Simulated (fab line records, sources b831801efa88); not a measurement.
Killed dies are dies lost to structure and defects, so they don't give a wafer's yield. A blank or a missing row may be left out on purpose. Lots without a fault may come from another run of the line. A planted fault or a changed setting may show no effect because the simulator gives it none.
One fault seen from 2 desks | flow gf180mcu | each desk has only its own numbers; what lay behind them comes last

THE METROLOGY DESK
What the gauges read, lot by lot, whatever tool the lot ran on: means of the sampled wafers that have a number. A lot is out of limits, marked OUT, if its mean lies more than 4 standard deviations from the usual mean; the brackets give that distance.
Columns: A = V2_W_RS at GF_V2_RS_MEAS_24, usual 0.327 ohm/sq; B = M3_ALCU_RS at GF_M3_RS_MEAS_05, usual 0.0693 ohm/sq
lot  | first seen here | A     | B
L218 | day 20 00:35    | 0.327 | 0.0704
L222 | day 21 16:21    | 0.329 | 0.0686
L225 | day 22 19:38    | 0.330 | 0.0691
L226 | day 23 07:02    | 0.328 | 0.0686
L228 | day 23 22:45    | 0.320 | 0.0703
L229 | day 24 09:53    | 0.327 | 0.0694
L232 | day 25 15:42    | 0.322 | 0.0705
L233 | day 26 03:15    | 0.332 | 0.0694
L234 | day 26 16:12    | 0.330 | 0.0695
L237 | day 27 09:53    | 0.330 | 0.0685
L238 | day 27 10:05    | 0.326 | 0.0683
L239 | day 27 18:35    | 0.327 | 0.0680
L241 | day 28 08:38    | 0.327 | 0.0693
This desk's finding: nothing out of limits on any of the 13 lots.

THE TOOL OWNER'S DESK: pvd_sputter-03
The tool's own readings at GF_V2_SPUTTER_21 (material Ti, target thk 15 nm, time 80.02 s): means of the sampled wafers that have a number, for each lot that ran on this tool. A lot is out of limits, marked OUT, if its mean lies more than 4 standard deviations from the usual mean; the brackets give that distance.
Columns: A = chamber_pressure_pa at GF_V2_SPUTTER_21, usual 5.001 Pa; B = throttle_valve_pct at GF_V2_SPUTTER_21, usual 29.6 %
lot  | first seen here | A               | B
L222 | day 21 16:07    | 5.014           | 28.7
L229 | day 24 09:39    | 5.008           | 29.4
L234 | day 26 15:58    | 5.670 (+69) OUT | 27.9
L238 | day 27 09:49    | 5.657 (+68) OUT | 27.6
This desk's finding: out of limits on L234, L238; first on L234, day 26 15:58 (chamber_pressure_pa at GF_V2_SPUTTER_21). In limits: L222, L229.

PUT TOGETHER
The tool owner's desk could have raised an alarm at day 26 15:58, on L234, L238.
The metrology desk saw nothing out of limits.
The metrology desk has L234, L238 on record, within its limits.
Of the lots named, all ran GF_V2_SPUTTER_21 on pvd_sputter-03.

WHAT THE SIMULATOR HAD PUT IN
Process parameter drift: pvd_sputter-03, from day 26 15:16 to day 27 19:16, at GF_V2_SPUTTER_21. Setting chamber_pressure_pa, moved by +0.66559, from 5. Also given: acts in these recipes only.
Lots struck among those shown: L234, L238.
Hours from the fault's start to each desk's first reading out of limits: the tool owner's desk, 1.
